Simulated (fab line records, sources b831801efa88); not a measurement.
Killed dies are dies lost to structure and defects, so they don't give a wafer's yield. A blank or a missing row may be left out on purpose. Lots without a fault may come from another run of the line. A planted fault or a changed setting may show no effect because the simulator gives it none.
fab line records | flow gf180mcu
record lots=5 wafers=15 last_day=32
route steps=602 shown NSD@246 PSD@248 SAB@264 SALICIDE@278
lots that met no fault: from a run of the same line without faults
start_h: hours from the record's first day to the start of the lot's first wafer shown | wait_h: hours since the lot's step before | " the same as in the row above | L1.1+2: a row that stands for several wafers | - no value, or no start given | * or withheld: withheld | < > ~ a bound
route shown NAME@n: a module of which the file shows steps, and the number in the route of the first | usual: mean/standard deviation of fault-free wafers | same: alike in all rows | chamber/n: place in a boat | sites: the reading at each site | _std_site: their standard deviation | _edge_site: outer sites' mean less inner sites' | radius_mm: how far each site lies from the wafer's centre | mask NAME#n: copy n | behind: the tool/chamber that last shaped the wafer | hold: why the lot was held/for how many hours/how that ended | device: the transistor (n, p or np) that didn't switch | end of line: the same wafers' tests at the end of the route | a step without rows: its recipe alone | killed: dies lost to structure and defects at the first sort, not the wafer's yield | map: a wafer's dies, x killed, . not, _ none there
set.NAME: the setting as run; set.NAME@STEP: as run at that earlier step | model.NAME: the simulator's own value behind a step, which no gauge read
lots at some steps of the route; a table a step, a row a wafer
services: from which hour (start_h, from the record's first day; less than 0 if before it) a tool's chamber was out of use, for how many hours, and why
## steps
# step GF_NSD_STRIP_11
# recipe chemistry=O2/N2 power_w=1400 pressure_mtorr=1500 platen_temp_c=250 o2_flow_sccm=3000 n2_flow_sccm=300 overash_fraction=0.5
# usual drypump_motor_current_A=5.8/0.63 heater_power_w=299/17 oes_product_au=0.487/0.0044 strip_time_to_endpoint_s=22.96/0.036
# columns lot.wafer tool chamber start_h wait_h drypump_motor_current_A heater_power_w oes_product_au rf_hours_counter_h strip_time_to_endpoint_s
L074.2 plasma_asher-02 1 298.01 0.1 6.5 268 0.491 18 22.95
L074.3 " 1 " " 6.6 270 0.488 - 22.94
L074.5 " 0 " " 4.8 307 0.490 - 22.93
L077.2 plasma_asher-01 1 321.16 0.1 4.9 308 0.490 69 23.01
L077.3 " 1 " " 4.9 306 0.492 - 23.01
L077.4 " 0 " " 6.3 308 0.487 - 23.03
L081.1 plasma_asher-03 0 352.32 0.1 6.1 284 0.495 55 22.97
L081.2 " 1 " " 5.8 307 0.493 55 22.99
L081.6 " 1 " " 5.7 308 0.482 - 22.97
L084.1 plasma_asher-01 1 379.21 0.1 4.9 301 0.482 75 22.95
L084.3 " 1 " " 4.9 310 0.484 - 22.97
L084.5 " 1 " " 4.9 306 0.477 - 22.90
L089.1 plasma_asher-03 1 426.61 0.1 5.7 306 0.486 63 23.00
L089.2 " 0 " " 6.1 292 0.491 63 22.95
L089.5 " 1 " " 5.8 301 0.489 - 22.93
# step GF_NSD_TW_MEAS_12
# usual NSD_TW=4233/30
# columns lot.wafer tool chamber start_h wait_h NSD_TW
L074.2 film_metro-02 - 298.12 0.1 4212
L074.3 " - " " 4224
L074.5 " - " " 4211
L077.2 film_metro-03 - 321.27 0.1 4262
L077.3 " - " " 4282
L077.4 " - " " 4262
L081.1 film_metro-04 - 352.42 0.1 4237
L081.2 " - " " 4231
L081.6 " - " " 4226
L084.1 film_metro-04 - 379.31 0.1 4230
L084.3 " - " " 4249
L084.5 " - " " 4241
L089.1 film_metro-03 - 426.71 0.1 4288
L089.2 " - " " 4283
L089.5 " - " " 4294
# step GF_PSD_DEHYDRATE_00
# recipe temp_c=200 time_s=60
# usual plate_temp_C=200.03/0.15
# columns lot.wafer tool chamber start_h wait_h plate_temp_C
L074.2 litho_track-03 0 307.75 9.6 199.90
L074.3 " 0 " " 199.97
L074.5 " 0 " " 199.81
L077.2 litho_track-01 0 331.21 9.9 199.90
L077.3 " 0 " " 199.88
L077.4 " 0 " " 199.96
L081.1 litho_track-03 0 363.42 11.0 200.13
L081.2 " 0 " " 200.09
L081.6 " 0 " " 199.85
L084.1 litho_track-02 0 390.56 11.2 200.16
L084.3 " 0 " " 200.15
L084.5 " 0 " " 199.84
L089.1 litho_track-02 0 438.36 11.6 200.15
L089.2 " 0 " " 199.78
L089.5 " 0 " " 199.96
# step GF_PSD_HMDS_01
# recipe prime_time_s=60 prime_temp_c=120
# columns lot.wafer tool chamber start_h wait_h
L074.2+3+5 litho_track-03 0 307.90 0.1
L077.2+3+4 litho_track-01 0 331.36 0.1
L081.1+2+6 litho_track-03 0 363.57 0.1
L084.1+3+5 litho_track-02 0 390.71 0.1
L089.1+2+5 litho_track-02 0 438.51 0.1
# step GF_PSD_COAT_02
# recipe resist=NOVOLAK spin_rpm=3000 resist_thk_nm=1000
# columns lot.wafer tool chamber start_h wait_h
L074.2+3+5 litho_track-03 0 308.05 0.1
L077.2+3+4 litho_track-01 0 331.51 0.1
L081.1+2+6 litho_track-03 0 363.72 0.1
L084.1+3+5 litho_track-02 0 390.86 0.1
L089.1+2+5 litho_track-02 0 438.66 0.1
# step GF_PSD_SOFTBAKE_03
# recipe temp_c=90 time_s=60 resist=NOVOLAK
# usual plate_temp_C=90.01/0.11
# columns lot.wafer tool chamber start_h wait_h plate_temp_C
L074.2 litho_track-03 0 308.20 0.1 89.93
L074.3 " 0 " " 89.81
L074.5 " 0 " " 89.85
L077.2 litho_track-01 0 331.66 0.1 89.99
L077.3 " 0 " " 89.96
L077.4 " 0 " " 89.98
L081.1 litho_track-03 0 363.87 0.1 90.19
L081.2 " 0 " " 90.20
L081.6 " 0 " " 90.04
L084.1 litho_track-02 0 391.01 0.1 90.01
L084.3 " 0 " " 90.09
L084.5 " 0 " " 90.09
L089.1 litho_track-02 0 438.81 0.1 90.13
L089.2 " 0 " " 90.03
L089.5 " 0 " " 90.00
# step GF_PSD_EXPOSE_04
# recipe mask_id=Pplus target_cd_nm=400 na=0.6 source_shape=conventional sigma_outer=0.6 dose_mj=140
# columns lot.wafer tool chamber start_h wait_h mask
L074.2+3+5 iline_stepper-02 0 - - Pplus#0
L077.2+3+4 iline_stepper-02 0 - - Pplus#0
L081.1+2+6 iline_stepper-01 0 - - Pplus#0
L084.1+3+5 iline_stepper-02 0 - - Pplus#0
L089.1+2+5 iline_stepper-01 0 - - Pplus#0
# step GF_PSD_PEB_05
# recipe temp_c=withheld time_s=* resist=NOVOLAK
# columns lot.wafer tool chamber start_h wait_h
L074.2+3+5 litho_track-02 0 - -
L077.2+3+4 litho_track-03 0 - -
L081.1+2+6 litho_track-03 0 - -
L084.1+3+5 litho_track-02 0 - -
L089.1+2+5 litho_track-01 0 - -
# step GF_PSD_DEVELOP_06
# recipe develop_time_s=60 dev_temp_c=23
# same develop_time_s=60
# columns lot.wafer tool chamber start_h wait_h
L074.2+3+5 litho_track-02 0 318.14 0.1
L077.2+3+4 litho_track-03 0 342.25 0.1
L081.1+2+6 litho_track-03 0 374.92 0.1
L084.1+3+5 litho_track-02 0 402.51 0.1
L089.1+2+5 litho_track-01 0 450.58 0.1
# step GF_PSD_CD_MEAS_07
# recipe target_cd_nm=400
# usual cd_nm=400.3/2.4
# columns lot.wafer tool chamber start_h wait_h cd_nm
L074.2 cd_sem-01 - 318.28 0.1 400.0
L074.3 " - " " 399.2
L074.5 " - " " 397.2
L077.2 cd_sem-02 - 342.39 0.1 403.5
L077.3 " - " " 404.6
L077.4 " - " " 403.5
L081.1 cd_sem-02 - 375.07 0.1 397.8
L081.2 " - " " 399.6
L081.6 " - " " 397.9
L084.1 cd_sem-02 - 402.66 0.1 398.4
L084.3 " - " " 398.3
L084.5 " - " " 398.6
L089.1 cd_sem-02 - 450.73 0.1 398.5
L089.2 " - " " 399.3
L089.5 " - " " 401.0
# step GF_PSD_OVL_MEAS_08
# usual PSD_OVL=0.1/1.5
# columns lot.wafer tool chamber start_h wait_h PSD_OVL[nm]
L074.2 overlay-02 - 318.39 0.1 1.8
L074.3 " - " " 1.9
L074.5 " - " " 0.0
L077.2 overlay-02 - 342.50 0.1 0.5
L077.3 " - " " 0.9
L077.4 " - " " 0.6
L081.1 overlay-01 - 375.19 0.1 1.5
L081.2 " - " " 3.2
L081.6 " - " " 2.4
L084.1 overlay-02 - 402.78 0.1 1.5
L084.3 " - " " 2.2
L084.5 " - " " 1.5
L089.1 overlay-01 - 450.85 0.1 1.0
L089.2 " - " " -1.3
L089.5 " - " " 0.9
# step GF_PSD_IMPLANT_09
# recipe species=BF2 energy_kev=40 dose_cm2=1.574e+15 tilt_deg=7
# usual dose_ions_cm2=1.574e+15/1.8e+12
# columns lot.wafer tool chamber start_h wait_h dose_ions_cm2
L074.2 implanter-04 0 318.44 0.0 1.5752e+15
L074.3 " 0 " " 1.5717e+15
L074.5 " 0 " " 1.5728e+15
L077.2 implanter-01 0 342.55 0.0 1.5744e+15
L077.3 " 0 " " 1.5753e+15
L077.4 " 0 " " 1.5729e+15
L081.1 implanter-01 0 375.23 0.0 1.5746e+15
L081.2 " 0 " " 1.5752e+15
L081.6 " 0 " " 1.5757e+15
L084.1 implanter-03 0 402.81 0.0 1.5723e+15
L084.3 " 0 " " 1.5735e+15
L084.5 " 0 " " 1.5712e+15
L089.1 implanter-04 0 450.88 0.0 1.5743e+15
L089.2 " 0 " " 1.576e+15
L089.5 " 0 " " 1.5762e+15
# step GF_PSD_STRIP_10
# recipe chemistry=O2/N2 power_w=1400 pressure_mtorr=1500 platen_temp_c=250 o2_flow_sccm=3000 n2_flow_sccm=300 overash_fraction=0.5
# usual drypump_motor_current_A=5.5/0.65 heater_power_w=290/23 oes_product_au=0.589/0.0042 strip_time_to_endpoint_s=16.69/0.038
# columns lot.wafer tool chamber start_h wait_h drypump_motor_current_A heater_power_w oes_product_au rf_hours_counter_h strip_time_to_endpoint_s
L074.2 plasma_asher-03 0 318.57 0.1 6.1 283 0.588 51 16.69
L074.3 " 1 " " 5.7 307 0.589 - 16.74
L074.5 " 0 " " 6.1 296 0.591 - 16.71
L077.2 plasma_asher-04 1 342.68 0.1 5.1 259 0.592 69 16.63
L077.3 " 0 " " 4.7 312 0.594 - 16.71
L077.4 " 1 " " 5.1 255 0.593 - 16.64
L081.1 plasma_asher-02 0 375.38 0.1 4.8 296 0.589 25 16.71
L081.2 " 1 " " 6.6 263 0.592 25 16.70
L081.6 " 0 " " 4.8 311 0.586 - 16.70
L084.1 plasma_asher-03 0 402.96 0.1 6.1 289 0.584 60 16.75
L084.3 " 1 " " 5.8 309 0.596 - 16.71
L084.5 " 1 " " 5.8 313 0.591 - 16.77
L089.1 plasma_asher-02 1 451.03 0.1 6.6 265 0.593 34 16.71
L089.2 " 0 " " 4.8 303 0.586 34 16.67
L089.5 " 1 " " 6.6 266 0.584 - 16.66
# step GF_PSD_TW_MEAS_11
# usual PSD_TW=3187/29
# columns lot.wafer tool chamber start_h wait_h PSD_TW
L074.2 film_metro-02 - 318.68 0.1 3181
L074.3 " - " " 3187
L074.5 " - " " 3175
L077.2 film_metro-04 - 342.79 0.1 3199
L077.3 " - " " 3207
L077.4 " - " " 3210
L081.1 film_metro-03 - 375.48 0.1 3248
L081.2 " - " " 3223
L081.6 " - " " 3254
L084.1 film_metro-03 - 403.06 0.1 3223
L084.3 " - " " 3214
L084.5 " - " " 3227
L089.1 film_metro-03 - 451.13 0.1 3216
L089.2 " - " " 3225
L089.5 " - " " 3225
# step GF_PSD_CLEAN_12
# recipe chemistry=SC1/SC2 mix=1:4:20 temp_c=70 time_s=150 dry=n2_spin
# columns lot.wafer tool chamber start_h wait_h
L074.2+3+5 wet_bench-02 0 318.73 0.0
L077.2+3+4 wet_bench-02 3 342.84 0.0
L081.1+2+6 wet_bench-01 0 375.54 0.1
L084.1+3+5 wet_bench-02 3 403.12 0.1
L089.1+2+5 wet_bench-01 2 451.19 0.1
# step GF_PSD_RTA_13
# recipe temp_c=1025 time_s=20 ambient=N2
# usual chamber_o2_ppm=2.003/0.023 lamp_power_pct=36.9/1.1 wafer_temp_C_max=1028.7/0.85
# columns lot.wafer tool chamber start_h wait_h chamber_o2_ppm lamp_power_pct wafer_temp_C_max
L074.2 rtp_anneal-01 0 318.79 0.0 1.995 37.9 1028.8
L074.3 " 0 " " 2.002 37.7 1029.8
L074.5 " 0 " " 1.985 37.8 1029.4
L077.2 rtp_anneal-02 0 342.90 0.0 2.012 35.7 1028.4
L077.3 " 0 " " 1.959 35.6 1028.4
L077.4 " 0 " " 1.988 35.7 1028.5
L081.1 rtp_anneal-02 0 375.59 0.0 1.997 35.7 1028.5
L081.2 " 0 " " 1.970 35.7 1027.6
L081.6 " 0 " " 2.008 35.7 1028.8
L084.1 rtp_anneal-01 0 403.18 0.0 1.989 37.9 1028.8
L084.3 " 0 " " 1.985 37.8 1028.8
L084.5 " 0 " " 2.023 37.9 1028.4
L089.1 rtp_anneal-02 0 451.24 0.0 2.020 35.7 1028.9
L089.2 " 0 " " 2.027 35.7 1028.4
L089.5 " 0 " " 2.033 35.7 1028.0
# step GF_PSD_RS_MEAS_14
# recipe thk_meas_gauge=four-point-probe
# usual NSD_RS=46.21/0.089
# columns lot.wafer tool chamber start_h wait_h NSD_RS[ohm/sq]
L074.2 film_metro-02 - 318.88 0.1 46.27
L074.3 " - " " 46.38
L074.5 " - " " 46.28
L077.2 film_metro-04 - 342.99 0.1 46.25
L077.3 " - " " 46.23
L077.4 " - " " 46.21
L081.1 film_metro-02 - 375.67 0.1 46.31
L081.2 " - " " 46.18
L081.6 " - " " 46.19
L084.1 film_metro-04 - 403.27 0.1 46.21
L084.3 " - " " 46.18
L084.5 " - " " 46.28
L089.1 film_metro-04 - 451.33 0.1 46.06
L089.2 " - " " 46.22
L089.5 " - " " 46.25
# step GF_PSD_RS_MEAS_15
# recipe thk_meas_gauge=four-point-probe
# usual PSD_RS=107.72/0.29
# columns lot.wafer tool chamber start_h wait_h PSD_RS[ohm/sq]
L074.2 film_metro-02 - 319.00 0.1 107.99
L074.3 " - " " 108.08
L074.5 " - " " 108.03
L077.2 film_metro-04 - 343.11 0.1 107.90
L077.3 " - " " 107.71
L077.4 " - " " 107.89
L081.1 film_metro-02 - 375.79 0.1 107.48
L081.2 " - " " 107.50
L081.6 " - " " 107.69
L084.1 film_metro-04 - 403.39 0.1 107.64
L084.3 " - " " 107.39
L084.5 " - " " 107.65
L089.1 film_metro-04 - 451.45 0.1 107.93
L089.2 " - " " 107.98
L089.5 " - " " 108.18
# step GF_SAB_CVD_00
# recipe material=SiO2 target_thk_nm=50 precursor=TEOS temp_c=400 time_s=4.9302 rf_w=600
# usual heater_power_w=636/100
# columns lot.wafer tool chamber start_h wait_h heater_power_w
L074.2 pecvd-04 1 319.10 0.1 705
L074.3 " 2 " " 498
L074.5 " 2 " " 508
L077.2 pecvd-02 1 343.21 0.1 656
L077.3 " 0 " " 536
L077.4 " 0 " " 541
L081.1 pecvd-02 2 375.91 0.1 538
L081.2 " 0 " " 595
L081.6 " 2 " " 534
L084.1 pecvd-04 0 403.51 0.1 535
L084.3 " 1 " " 649
L084.5 " 2 " " 533
L089.1 pecvd-04 0 451.57 0.1 505
L089.2 " 1 " " 619
L089.5 " 1 " " 610
# step GF_SAB_THK_MEAS_01
# recipe reads=SiO2_of_SAB_CVD_00
# usual SAB_CVD_00_THK=50.1/0.77
# columns lot.wafer tool chamber start_h wait_h SAB_CVD_00_THK[nm]
L074.2 film_metro-01 - 319.13 0.0 50.3
L074.3 " - " " 50.3
L074.5 " - " " 50.9
L077.2 film_metro-02 - 343.24 0.0 49.8
L077.3 " - " " 51.1
L077.4 " - " " 52.0
L081.1 film_metro-03 - 375.93 0.0 49.8
L081.2 " - " " 50.3
L081.6 " - " " 50.3
L084.1 film_metro-01 - 403.53 0.0 50.2
L084.3 " - " " 49.9
L084.5 " - " " 50.4
L089.1 film_metro-02 - 451.59 0.0 49.7
L089.2 " - " " 49.5
L089.5 " - " " 50.6
# step GF_SAB_DEHYDRATE_02
# recipe temp_c=200 time_s=60
# usual plate_temp_C=200.03/0.15
# columns lot.wafer tool chamber start_h wait_h plate_temp_C
L074.2 litho_track-01 0 329.31 10.2 200.19
L074.3 " 0 " " 199.92
L074.5 " 0 " " 200.17
L077.2 litho_track-01 0 353.91 10.7 200.13
L077.3 " 0 " " 200.25
L077.4 " 0 " " 199.90
L081.1 litho_track-02 0 387.11 11.2 200.15
L081.2 " 0 " " 200.01
L081.6 " 0 " " 200.15
L084.1 litho_track-02 0 414.96 11.4 200.21
L084.3 " 0 " " 200.14
L084.5 " 0 " " 200.24
L089.1 litho_track-02 0 463.61 12.0 199.85
L089.2 " 0 " " 199.96
L089.5 " 0 " " 199.83
# step GF_SAB_HMDS_03
# recipe prime_time_s=60 prime_temp_c=120
# columns lot.wafer tool chamber start_h wait_h
L074.2+3+5 litho_track-01 0 329.46 0.1
L077.2+3+4 litho_track-01 0 354.06 0.1
L081.1+2+6 litho_track-02 0 387.26 0.1
L084.1+3+5 litho_track-02 0 415.11 0.1
L089.1+2+5 litho_track-02 0 463.76 0.1
# step GF_SAB_COAT_04
# recipe resist=NOVOLAK spin_rpm=3000 resist_thk_nm=1000
# columns lot.wafer tool chamber start_h wait_h
L074.2+3+5 litho_track-01 0 329.61 0.1
L077.2+3+4 litho_track-01 0 354.21 0.1
L081.1+2+6 litho_track-02 0 387.41 0.1
L084.1+3+5 litho_track-02 0 415.26 0.1
L089.1+2+5 litho_track-02 0 463.91 0.1
# step GF_SAB_SOFTBAKE_05
# recipe temp_c=90 time_s=60 resist=NOVOLAK
# usual plate_temp_C=90.02/0.12
# columns lot.wafer tool chamber start_h wait_h plate_temp_C
L074.2 litho_track-01 0 329.76 0.1 89.94
L074.3 " 0 " " 89.99
L074.5 " 0 " " 90.02
L077.2 litho_track-01 0 354.36 0.1 90.04
L077.3 " 0 " " 90.14
L077.4 " 0 " " 89.97
L081.1 litho_track-02 0 387.56 0.1 90.01
L081.2 " 0 " " 89.88
L081.6 " 0 " " 90.01
L084.1 litho_track-02 0 415.41 0.1 90.17
L084.3 " 0 " " 90.13
L084.5 " 0 " " 89.93
L089.1 litho_track-02 0 464.06 0.1 89.99
L089.2 " 0 " " 90.01
L089.5 " 0 " " 90.03
# step GF_SAB_EXPOSE_06
# recipe mask_id=SAB target_cd_nm=420 na=0.6 source_shape=conventional sigma_outer=0.6 dose_mj=140
# columns lot.wafer tool chamber start_h wait_h mask
L074.2+3+5 iline_stepper-01 0 - - SAB#0
L077.2+3+4 iline_stepper-01 0 - - SAB#0
L081.1+2+6 iline_stepper-01 0 - - SAB#0
L084.1+3+5 iline_stepper-01 0 - - SAB#0
L089.1+2+5 iline_stepper-02 0 - - SAB#0
# step GF_SAB_PEB_07
# recipe temp_c=withheld time_s=* resist=NOVOLAK
# columns lot.wafer tool chamber start_h wait_h
L074.2+3+5 litho_track-04 0 - -
L077.2+3+4 litho_track-02 0 - -
L081.1+2+6 litho_track-04 0 - -
L084.1+3+5 litho_track-02 0 - -
L089.1+2+5 litho_track-01 0 - -
# step GF_SAB_DEVELOP_08
# recipe develop_time_s=60 dev_temp_c=24
# same develop_time_s=60
# columns lot.wafer tool chamber start_h wait_h
L074.2+3+5 litho_track-04 0 340.13 0.1
L077.2+3+4 litho_track-02 0 365.68 0.1
L081.1+2+6 litho_track-04 0 399.06 0.1
L084.1+3+5 litho_track-02 0 427.01 0.1
L089.1+2+5 litho_track-01 0 475.78 0.1
# step GF_SAB_CD_MEAS_09
# recipe target_cd_nm=420
# usual cd_nm=420.6/2.2
# columns lot.wafer tool chamber start_h wait_h cd_nm
L074.2 cd_sem-01 - 340.28 0.1 419.0
L074.3 " - " " 420.3
L074.5 " - " " 418.6
L077.2 cd_sem-01 - 365.83 0.1 420.2
L077.3 " - " " 418.1
L077.4 " - " " 419.8
L081.1 cd_sem-01 - 399.21 0.1 420.2
L081.2 " - " " 418.8
L081.6 " - " " 417.6
L084.1 cd_sem-01 - 427.16 0.1 420.6
L084.3 " - " " 423.5
L084.5 " - " " 421.5
L089.1 cd_sem-01 - 475.93 0.1 419.6
L089.2 " - " " 421.8
L089.5 " - " " 419.8
# step GF_SAB_OVL_MEAS_10
# usual SAB_OVL=0.0/1.4
# columns lot.wafer tool chamber start_h wait_h SAB_OVL[nm]
L074.2 overlay-02 - 340.38 0.1 -0.8
L074.3 " - " " 0.2
L074.5 " - " " -1.6
L077.2 overlay-02 - 365.94 0.1 0.4
L077.3 " - " " 0.2
L077.4 " - " " 0.5
L081.1 overlay-01 - 399.33 0.1 2.7
L081.2 " - " " 1.4
L081.6 " - " " 0.2
L084.1 overlay-02 - 427.28 0.1 1.2
L084.3 " - " " 0.4
L084.5 " - " " 0.4
L089.1 overlay-01 - 476.05 0.1 -1.2
L089.2 " - " " -1.6
L089.5 " - " " -1.0
# step GF_SAB_ETCH_11
# recipe chemistry=C4F8/O2/Ar mask_material=NOVOLAK target=SiO2 target_depth_nm=55 source_w=1500 bias_w=1200 pressure_mtorr=40 c4f8_flow_sccm=withheld O2_flow_sccm=6 Ar_flow_sccm=300 time_s=8.5
# usual oes_product_au=1.000/0.014
# columns lot.wafer tool chamber start_h wait_h oes_product_au rf_hours_counter_h
L074.2 rie_diel-01 3 340.41 0.0 0.977 9
L074.3 " 2 " " 0.986 108
L074.5 " 2 " " 0.981 -
L077.2 rie_diel-01 3 365.97 0.0 0.988 10
L077.3 " 0 " " 1.021 17
L077.4 " 1 " " 1.017 1
L081.1 rie_diel-01 1 399.36 0.0 1.018 2
L081.2 " 3 " " 0.977 10
L081.6 " 3 " " 0.989 -
L084.1 rie_diel-01 0 427.31 0.0 1.010 18
L084.3 " 1 " " 1.012 2
L084.5 " 0 " " 1.016 -
L089.1 rie_diel-04 2 476.08 0.0 0.996 2
L089.2 " 0 " " 0.993 27
L089.5 " 1 " " 0.995 -
# step GF_SAB_WET_ETCH_12
# recipe chemistry=dHF target_depth_nm=22 dry=n2_spin target=SiO2 temp_c=25 dilution=100:1 time_s=440
# columns lot.wafer tool chamber start_h wait_h
L074.2+3+5 wet_bench-03 3 340.43 0.0
L077.2+3+4 wet_bench-04 1 365.99 0.0
L081.1+2+6 wet_bench-03 3 399.38 0.0
L084.1+3+5 wet_bench-03 1 427.34 0.0
L089.1+2+5 wet_bench-02 1 476.11 0.0
# step GF_SAB_STRIP_13
# recipe chemistry=O2/N2 power_w=1400 pressure_mtorr=1500 platen_temp_c=250 o2_flow_sccm=3000 n2_flow_sccm=300 overash_fraction=0.5
# usual drypump_motor_current_A=5.5/0.58 heater_power_w=296/22 oes_product_au=0.709/0.0046 strip_time_to_endpoint_s=12.61/0.041
# columns lot.wafer tool chamber start_h wait_h drypump_motor_current_A heater_power_w oes_product_au rf_hours_counter_h strip_time_to_endpoint_s
L074.2 plasma_asher-04 0 340.57 0.0 4.7 323 0.717 69 12.55
L074.3 " 1 " " 5.1 254 0.702 - 12.59
L074.5 " 0 " " 4.7 318 0.711 - 12.58
L077.2 plasma_asher-01 1 366.12 0.0 4.9 308 0.715 74 12.53
L077.3 " 1 " " 4.9 309 0.710 - 12.54
L077.4 " 0 " " 6.4 316 0.712 - 12.58
L081.1 plasma_asher-04 0 399.51 0.0 4.7 312 0.709 75 12.62
L081.2 " 1 " " 5.1 253 0.711 75 12.62
L081.6 " 1 " " 5.1 258 0.705 - 12.63
L084.1 plasma_asher-03 1 427.47 0.0 5.7 306 0.715 63 12.61
L084.3 " 1 " " 5.7 320 0.717 - 12.64
L084.5 " 0 " " 6.1 284 0.711 - 12.63
L089.1 plasma_asher-03 0 476.24 0.0 6.1 287 0.705 68 12.64
L089.2 " 1 " " 5.7 309 0.703 68 12.63
L089.5 " 1 " " 5.7 306 0.712 - 12.68
# step GF_SALICIDE_CLEAN_00
# recipe chemistry=SC1/SC2 mix=1:4:20 temp_c=70 time_s=150
# columns lot.wafer tool chamber start_h wait_h
L074.2+3+5 wet_bench-02 2 340.67 0.1
L077.2+3+4 wet_bench-02 1 366.22 0.1
L081.1+2+6 wet_bench-01 2 399.61 0.1
L084.1+3+5 wet_bench-01 2 427.57 0.1
L089.1+2+5 wet_bench-01 2 476.34 0.1
# step GF_SALICIDE_WET_ETCH_01
# recipe chemistry=dHF target_depth_nm=5 dry=ipa_marangoni target=SiO2 temp_c=25 dilution=100:1 time_s=100
# columns lot.wafer tool chamber start_h wait_h
L074.2+3+5 wet_bench-03 3 340.72 0.0
L077.2+3+4 wet_bench-01 3 366.27 0.0
L081.1+2+6 wet_bench-02 3 399.66 0.0
L084.1+3+5 wet_bench-02 3 427.62 0.0
L089.1+2+5 wet_bench-02 2 476.39 0.0
# step GF_SALICIDE_SPUTTER_02
# recipe material=Co target_thk_nm=10 power_w=1000 time_s=20 chamber_pressure_pa=0.4
# usual throttle_valve_pct=29.6/1.1
# columns lot.wafer tool chamber start_h wait_h throttle_valve_pct
L074.2 pvd_sputter-04 - 340.75 0.0 29.3
L074.3 " - " " 28.1
L074.5 " - " " 30.6
L077.2 pvd_sputter-02 - 366.30 0.0 30.2
L077.3 " - " " 30.2
L077.4 " - " " 30.4
L081.1 pvd_sputter-02 - 399.70 0.0 30.2
L081.2 " - " " 26.3
L081.6 " - " " 28.5
L084.1 pvd_sputter-02 - 427.66 0.0 28.3
L084.3 " - " " 30.1
L084.5 " - " " 29.9
L089.1 pvd_sputter-01 - 476.43 0.0 31.0
L089.2 " - " " 29.8
L089.5 " - " " 29.8
# step GF_SALICIDE_SPUTTER_03
# recipe material=TiN target_thk_nm=20 power_w=6500 time_s=16.7 chamber_pressure_pa=0.4
# usual throttle_valve_pct=29.6/1.1
# columns lot.wafer tool chamber start_h wait_h throttle_valve_pct
L074.2 pvd_sputter-04 - 340.78 0.0 29.5
L074.3 " - " " 28.1
L074.5 " - " " 31.1
L077.2 pvd_sputter-02 - 366.33 0.0 30.4
L077.3 " - " " 29.8
L077.4 " - " " 30.4
L081.1 pvd_sputter-02 - 399.73 0.0 30.5
L081.2 " - " " 26.5
L081.6 " - " " 28.4
L084.1 pvd_sputter-02 - 427.68 0.0 28.4
L084.3 " - " " 30.3
L084.5 " - " " 30.0
L089.1 pvd_sputter-01 - 476.45 0.0 31.1
L089.2 " - " " 29.8
L089.5 " - " " 29.6
# step GF_SALICIDE_RS_MEAS_04
# recipe thk_meas_gauge=four-point-probe reads=TiN_of_SALICIDE_SPUTTER_03+Co_of_SALICIDE_SPUTTER_02
# usual SALICIDE_TIN_RS=16.5/0.37
# columns lot.wafer tool chamber start_h wait_h SALICIDE_TIN_RS[ohm/sq]
L074.2 film_metro-04 - 340.83 0.0 16.6
L074.3 " - " " 16.5
L074.5 " - " " 16.5
L077.2 film_metro-02 - 366.38 0.0 16.1
L077.3 " - " " 16.2
L077.4 " - " " 16.0
L081.1 film_metro-01 - 399.76 0.0 15.9
L081.2 " - " " 16.8
L081.6 " - " " 16.1
L084.1 film_metro-02 - 427.74 0.0 16.2
L084.3 " - " " 16.3
L084.5 " - " " 16.8
L089.1 film_metro-01 - 476.48 0.0 16.0
L089.2 " - " " 16.9
L089.5 " - " " 16.4
# step GF_SALICIDE_THK_MEAS_05
# recipe thk_meas_gauge=xrf reads=TiN_of_SALICIDE_SPUTTER_03
# usual SALICIDE_TIN_THK=19.78/0.3
# columns lot.wafer tool chamber start_h wait_h SALICIDE_TIN_THK[nm]
L074.2 film_metro-04 - 340.94 0.1 19.93
L074.3 " - " " 20.17
L074.5 " - " " 20.03
L077.2 film_metro-02 - 366.49 0.1 19.95
L077.3 " - " " 19.52
L077.4 " - " " 19.72
L081.1 film_metro-01 - 399.88 0.1 20.19
L081.2 " - " " 20.17
L081.6 " - " " 20.00
L084.1 film_metro-02 - 427.86 0.1 19.47
L084.3 " - " " 19.36
L084.5 " - " " 19.25
L089.1 film_metro-01 - 476.60 0.1 19.59
L089.2 " - " " 19.50
L089.5 " - " " 19.12
# step GF_SALICIDE_RTA_06
# recipe temp_c=530 time_s=30 ambient=N2
# usual chamber_o2_ppm=2.004/0.025 lamp_power_pct=6.67/0.19 wafer_temp_C_max=531.9/0.41
# columns lot.wafer tool chamber start_h wait_h chamber_o2_ppm lamp_power_pct wafer_temp_C_max
L074.2 rtp_anneal-02 0 341.00 0.1 1.974 6.48 531.6
L074.3 " 0 " " 1.979 6.48 532.1
L074.5 " 0 " " 1.941 6.48 531.8
L077.2 rtp_anneal-01 0 366.55 0.1 1.992 6.87 532.2
L077.3 " 0 " " 2.017 6.87 532.0
L077.4 " 0 " " 2.005 6.86 531.8
L081.1 rtp_anneal-01 0 399.94 0.1 2.013 6.87 531.7
L081.2 " 0 " " 2.010 6.86 531.7
L081.6 " 0 " " 2.015 6.86 531.8
L084.1 rtp_anneal-01 0 427.92 0.1 1.989 6.86 531.4
L084.3 " 0 " " 2.010 6.87 532.5
L084.5 " 0 " " 1.982 6.86 532.0
L089.1 rtp_anneal-01 0 476.66 0.1 2.006 6.87 532.9
L089.2 " 0 " " 1.999 6.87 532.4
L089.5 " 0 " " 2.045 6.87 531.5
# step GF_SALICIDE_WET_ETCH_07
# recipe chemistry=SPM target_depth_nm=120 dry=n2_spin
# columns lot.wafer tool chamber start_h wait_h
L074.2+3+5 wet_bench-02 1 341.09 0.1
L077.2+3+4 wet_bench-03 3 366.64 0.1
L081.1+2+6 wet_bench-03 2 400.04 0.1
L084.1+3+5 wet_bench-03 3 428.02 0.1
L089.1+2+5 wet_bench-01 2 476.76 0.1
## services
# columns tool chamber start_h hours kind
implanter-04 - 274.64 3.1 repair
plasma_asher-02 - 291.92 4.4 repair
wet_bench-01 - 301.57 2.7 repair
plasma_asher-04 - 306.02 0.6 repair
pecvd-04 - 308.38 2.8 pm
iline_stepper-01 - 334.80 13.8 repair
pecvd-04 2 353.40 13.6 repair
pvd_sputter-01 - 355.30 2.8 repair
plasma_asher-02 - 359.97 2.8 pm
pecvd-02 - 361.23 1.3 repair
pecvd-04 - 361.43 0.3 repair
iline_stepper-02 - 365.26 1.7 pm
pecvd-04 - 368.88 14.0 pm
iline_stepper-01 - 370.32 1.7 pm
rie_diel-01 3 379.82 8.6 repair
implanter-04 - 380.53 5.8 repair
implanter-04 - 397.06 3.7 pm
pvd_sputter-02 - 402.39 8.4 repair
iline_stepper-01 - 404.10 2.7 repair
iline_stepper-02 - 413.85 4.3 pm
plasma_asher-01 - 415.35 15.6 pm
plasma_asher-01 - 430.95 9.0 pm
iline_stepper-01 - 455.38 5.0 repair
rie_diel-01 1 457.05 13.5 repair
## key
fault none
